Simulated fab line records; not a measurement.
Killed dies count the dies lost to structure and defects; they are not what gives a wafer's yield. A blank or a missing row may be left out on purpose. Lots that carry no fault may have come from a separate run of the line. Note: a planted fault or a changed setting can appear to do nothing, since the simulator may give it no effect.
Chamber matching	flow sky130	rie-diel-01 running SKY_VIA3_ETCH_14: 4 sister chambers
The step etches BARC in N2/H2, stops on SiO2, time 45.9 s, target depth 60 nm. 14 wafers are shown with their chamber, then 7 later ones without.

EACH WAFER AND ITS CHAMBER
wafer	chamber	drypump-motor-current-A (A)	h2-flow-sccm (sccm)	oes-product-au (a.u.)
L074.2	1	4.9	200.3	0.851
L074.4	1	5.0	200.1	0.853
L074.5	2	5.4	200.3	0.845
L075.3	2	5.5	201.1	0.853
L075.5	0	5.8	199.6	0.851
L075.6	2	5.4	200.7	0.855
L077.1	3	5.9	199.3	0.848
L077.5	1	4.9	200.7	0.849
L077.6	0	5.8	199.2	0.854
L080.2	1	4.9	199.6	0.857
L080.4	2	5.5	199.7	0.856
L080.5	0	5.8	200.0	0.858
L083.1	1	4.9	200.1	0.846
L083.5	2	5.5	199.9	0.854

SIGNATURES (averages over the wafers above)
reading	chamber 0	chamber 1	chamber 2	chamber 3	scatter within a chamber
drypump-motor-current-A	5.800	4.920	5.460	5.900	0.0447
h2-flow-sccm	199.600	200.160	200.340	199.300	0.476
oes-product-au	0.85433	0.85120	0.85260	0.84800	0.00413
Rule: for each reading, subtract the chamber's mean from the wafer's reading, divide by that reading's scatter and square the result; add these up over the readings and take the root, which gives the wafer's distance from the chamber. The wafer belongs to the nearest chamber; if the next one is less than 2 further off, it can't be placed. The scatter: take each reading less its chamber's mean, square it, sum over the shown wafers, divide by the number of wafers less the number of chambers, and take the root.

WAFERS WITH NO CHAMBER GIVEN
wafer	drypump-motor-current-A (A)	h2-flow-sccm (sccm)	oes-product-au (a.u.)
L083.6	5.9	199.5	0.852
L087.2	5.8	200.9	0.860
L087.4	5.5	199.9	0.851
L087.5	4.9	199.1	0.847
L093.1	4.9	200.5	0.854
L093.3	5.8	200.2	0.857
L093.4	4.9	199.5	0.858

EACH ONE'S CHAMBER
wafer	from the rows above	in truth
L083.6	can't be placed: 3 or 0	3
L087.2	can't be placed: 0 or 3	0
L087.4	2	2
L087.5	1	1
L093.1	1	1
L093.3	0	0
L093.4	1	1
Placed correctly: 5 of 7. Cannot be placed on the basis of these rows: 2; the candidates contain the true chamber in 2. Placed wrongly: 0.
